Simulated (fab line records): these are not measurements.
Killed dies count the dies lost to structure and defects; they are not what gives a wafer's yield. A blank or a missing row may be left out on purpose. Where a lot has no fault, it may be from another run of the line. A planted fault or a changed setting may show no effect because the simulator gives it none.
Split-lot experiment / flow gf180mcu / 23 wafers read from 5 lots, route of 602 steps

== THE SPLIT ITSELF ==
At GF_PSD_DEVELOP_06 (develop time 60 s), the setting develop time s was moved away from the recipe's 60 s on 6 of the 23 wafers read, by -14.2% to +14.0%. This setting was run at the recipe's value on the other wafers.

No step appears in the file between the split and the reading.

== THE READING ==
At GF_PSD_CD_MEAS_07: cd nm in nanometres, against a target cd of 400 nm. A value of 400.9 nm with a standard deviation of 2.2 nm is what fault-free wafers of this fab line usually give.

wafer=L074.1; tool, chamber at the split=litho track-01, 0; develop time s as run, s=60; against the recipe=recipe; cd nm, nm=400.9; against lot-mates on the recipe=-
wafer=L074.2; tool, chamber at the split=litho track-01, 0; develop time s as run, s=67.26; against the recipe=+12.1%; cd nm, nm=410.4; against lot-mates on the recipe=+9.5
wafer=L074.3; tool, chamber at the split=litho track-01, 0; develop time s as run, s=60; against the recipe=recipe; cd nm, nm=400.0; against lot-mates on the recipe=-
wafer=L074.5; tool, chamber at the split=litho track-01, 0; develop time s as run, s=67.26; against the recipe=+12.1%; cd nm, nm=409.9; against lot-mates on the recipe=+9.0
wafer=L074.6; tool, chamber at the split=litho track-01, 0; develop time s as run, s=60; against the recipe=recipe; cd nm, nm=401.7; against lot-mates on the recipe=-
wafer=L075.1; tool, chamber at the split=litho track-04, 0; develop time s as run, s=60; against the recipe=recipe; cd nm, nm=400.5; against lot-mates on the recipe=-
wafer=L075.2; tool, chamber at the split=litho track-04, 0; develop time s as run, s=60; against the recipe=recipe; cd nm, nm=402.6; against lot-mates on the recipe=-
wafer=L075.3; tool, chamber at the split=litho track-04, 0; develop time s as run, s=60; against the recipe=recipe; cd nm, nm=402.8; against lot-mates on the recipe=-
wafer=L075.5; tool, chamber at the split=litho track-04, 0; develop time s as run, s=60; against the recipe=recipe; cd nm, nm=402.0; against lot-mates on the recipe=-
wafer=L075.6; tool, chamber at the split=litho track-04, 0; develop time s as run, s=60; against the recipe=recipe; cd nm, nm=404.6; against lot-mates on the recipe=-
wafer=L076.1; tool, chamber at the split=litho track-02, 0; develop time s as run, s=60; against the recipe=recipe; cd nm, nm=407.9; against lot-mates on the recipe=-
wafer=L076.3; tool, chamber at the split=litho track-02, 0; develop time s as run, s=60; against the recipe=recipe; cd nm, nm=407.0; against lot-mates on the recipe=-
wafer=L076.4; tool, chamber at the split=litho track-02, 0; develop time s as run, s=51.46; against the recipe=-14.2%; cd nm, nm=388.8; against lot-mates on the recipe=-17.6
wafer=L076.5; tool, chamber at the split=litho track-02, 0; develop time s as run, s=51.46; against the recipe=-14.2%; cd nm, nm=394.7; against lot-mates on the recipe=-11.7
wafer=L076.6; tool, chamber at the split=litho track-02, 0; develop time s as run, s=60; against the recipe=recipe; cd nm, nm=404.4; against lot-mates on the recipe=-
wafer=L081.1; tool, chamber at the split=litho track-01, 0; develop time s as run, s=68.4; against the recipe=+14.0%; cd nm, nm=413.0; against lot-mates on the recipe=+14.8
wafer=L081.2; tool, chamber at the split=litho track-01, 0; develop time s as run, s=68.4; against the recipe=+14.0%; cd nm, nm=411.4; against lot-mates on the recipe=+13.2
wafer=L081.3; tool, chamber at the split=litho track-01, 0; develop time s as run, s=60; against the recipe=recipe; cd nm, nm=396.6; against lot-mates on the recipe=-
wafer=L081.4; tool, chamber at the split=litho track-01, 0; develop time s as run, s=60; against the recipe=recipe; cd nm, nm=399.9; against lot-mates on the recipe=-
wafer=L081.6; tool, chamber at the split=litho track-01, 0; develop time s as run, s=60; against the recipe=recipe; cd nm, nm=398.1; against lot-mates on the recipe=-
wafer=L084.1; tool, chamber at the split=litho track-02, 0; develop time s as run, s=60; against the recipe=recipe; cd nm, nm=400.8; against lot-mates on the recipe=-
wafer=L084.3; tool, chamber at the split=litho track-02, 0; develop time s as run, s=60; against the recipe=recipe; cd nm, nm=400.1; against lot-mates on the recipe=-
wafer=L084.4; tool, chamber at the split=litho track-02, 0; develop time s as run, s=60; against the recipe=recipe; cd nm, nm=402.0; against lot-mates on the recipe=-

FIT RESULTS
A straight line over all 23 wafers: cd nm changes by +0.713 nm for each +1% of develop time s; r = +0.88; the points scatter about the line by 2.7 nm.
The same after taking each lot's own level away (the mean of its wafers on the recipe; 23 wafers): +0.954 nm for each +1%; r = +0.97; scatter 1.6 nm.
Per that fit: largest develop time s move, reading shift of 14 nm.
From 398.20 to 406.43 nm: that is the span of the lots' own levels, equal to 3.7 times the standard deviation above.
In other words, the slope is changed by the lot-to-lot level; the two fits disagree.
Check: for one of the wafers moved furthest among these (-14.2%), held out of the fit, the line's prediction against its lot-mates is -12.5 nm. It came out at -17.6 nm against them.

== OTHER SPLITS ON THESE WAFERS ==
These wafers also went through other splits before the reading. Each is held against what the fit with the lots' levels taken away leaves over:
other split on the same wafers=GF_HV_LDD_CVD_54 target thk nm; wafers away from the commonest value=18; r with cd nm (lot level and that fit taken away)=+0.05
other split on the same wafers=GF_NSD_DEVELOP_06 dev temp c; wafers away from the commonest value=4; r with cd nm (lot level and that fit taken away)=+0.21
other split on the same wafers=GF_PSD_COAT_02 spin rpm; wafers away from the commonest value=8; r with cd nm (lot level and that fit taken away)=+0.44

== FILE'S OWN FIT ==
cd nm changes by +0.949 nm for each +1% of develop time s, r = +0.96.
